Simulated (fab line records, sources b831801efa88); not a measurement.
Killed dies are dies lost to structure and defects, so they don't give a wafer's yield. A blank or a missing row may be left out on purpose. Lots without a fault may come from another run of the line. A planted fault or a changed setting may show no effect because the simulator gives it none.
Which tool did it? | flow sky130 | 12 lots, 36 wafers sampled, at 4 steps of a route of 708

WHAT THE GAUGES READ, wafer by wafer
SKY_VIA2_CD_MEAS_12: target cd 200 nm.
lot  | measured     | on        | cd_nm (nm)
L075 | day 36 14:41 | cd_sem-01 | 198.7 197.3 196.9
L077 | day 37 02:10 | cd_sem-02 | 198.7 198.3 201.3
L079 | day 37 16:08 | cd_sem-01 | 201.7 200.5 201.1
L081 | day 38 20:45 | cd_sem-02 | 200.1 200.6 200.8
L083 | day 39 20:57 | cd_sem-02 | 201.1 200.4 200.0
L084 | day 40 02:47 | cd_sem-01 | 201.3 200.7 200.7
L088 | day 40 18:17 | cd_sem-01 | 199.3 198.7 199.0
L090 | day 41 13:25 | cd_sem-02 | 200.5 198.4 199.6
L091 | day 41 22:29 | cd_sem-01 | 199.8 199.2 200.1
L093 | day 42 02:55 | cd_sem-02 | 198.9 197.3 197.4
L094 | day 42 12:51 | cd_sem-02 | 199.9 199.1 198.9
L097 | day 42 21:35 | cd_sem-02 | 200.7 199.6 201.0

WHICH TOOL RAN EACH LOT (tool, then ch and the chambers of the sampled wafers, then the start)
lot  | SKY_CONTACT_CVD_00              | SKY_CONTACT_CMP_04            | SKY_METAL2_SPUTTER_04
L075 | pecvd-03 ch 0,1,2, day 30 19:11 | cmp-02 ch 0,1,3, day 30 19:34 | pvd_sputter-02, day 34 09:26
L077 | pecvd-03 ch 0,1, day 31 06:37   | cmp-02 ch 1,2,3, day 31 06:50 | pvd_sputter-01, day 34 21:35
L079 | pecvd-03 ch 1,2, day 31 19:19   | cmp-02 ch 0,1,2, day 31 19:35 | pvd_sputter-02, day 35 10:33
L081 | pecvd-03 ch 1,2, day 33 04:07   | cmp-02 ch 2,3, day 33 04:20   | pvd_sputter-01, day 36 15:20
L083 | pecvd-02 ch 0,1,2, day 34 04:49 | cmp-01 ch 1,2, day 34 05:04   | pvd_sputter-04, day 37 17:25
L084 | pecvd-02 ch 0,1, day 34 10:53   | cmp-02 ch 2,3, day 34 11:07   | pvd_sputter-01, day 37 22:35
L088 | pecvd-03 ch 0,2, day 35 04:55   | cmp-02 ch 1,2, day 35 05:23   | pvd_sputter-02, day 38 15:52
L090 | pecvd-02 ch 0,1,2, day 36 01:43 | cmp-02 ch 0,1,3, day 36 01:59 | pvd_sputter-01, day 39 11:36
L091 | pecvd-04 ch 0,1,2, day 36 11:42 | cmp-02 ch 0,1,2, day 36 12:08 | pvd_sputter-01, day 39 21:01
L093 | pecvd-02 ch 1,2, day 36 13:41   | cmp-02 ch 0,1,3, day 36 14:26 | pvd_sputter-01, day 40 00:45
L094 | pecvd-03 ch 0,1, day 37 01:28   | cmp-01 ch 1,2,3, day 37 01:41 | pvd_sputter-01, day 40 11:56
L097 | pecvd-03 ch 0,1, day 37 15:11   | cmp-01 ch 0,2,3, day 37 15:27 | pvd_sputter-02, day 40 22:10
- SKY_CONTACT_CVD_00: deposits Si3N4, target thk 75 nm.
- SKY_CONTACT_CMP_04: polishes SiO2.
- SKY_METAL2_SPUTTER_04: material TiN, target thk 70 nm, time 58.3 s.

THE ANSWER, worked out from the rows above alone
Rule: what is usual is taken from the lots themselves. Put in order of their means at a reading, lots are off if they are a third of the lots or fewer, leave a main group of 4 or more, and stand apart from it by a gap of 3 or more times the standard deviation of the main group's means; of several such gaps the widest counts. A main group whose means are all the same, to the digits that the tables above print for the reading, isn't used. A lot without any number at a reading at which 4 lots or more have one is off too. The other lots that the step has rows for count as sound.
No lot is off at any reading shown: from this, nothing can be told.

WHAT THE SIMULATOR HAD PUT IN
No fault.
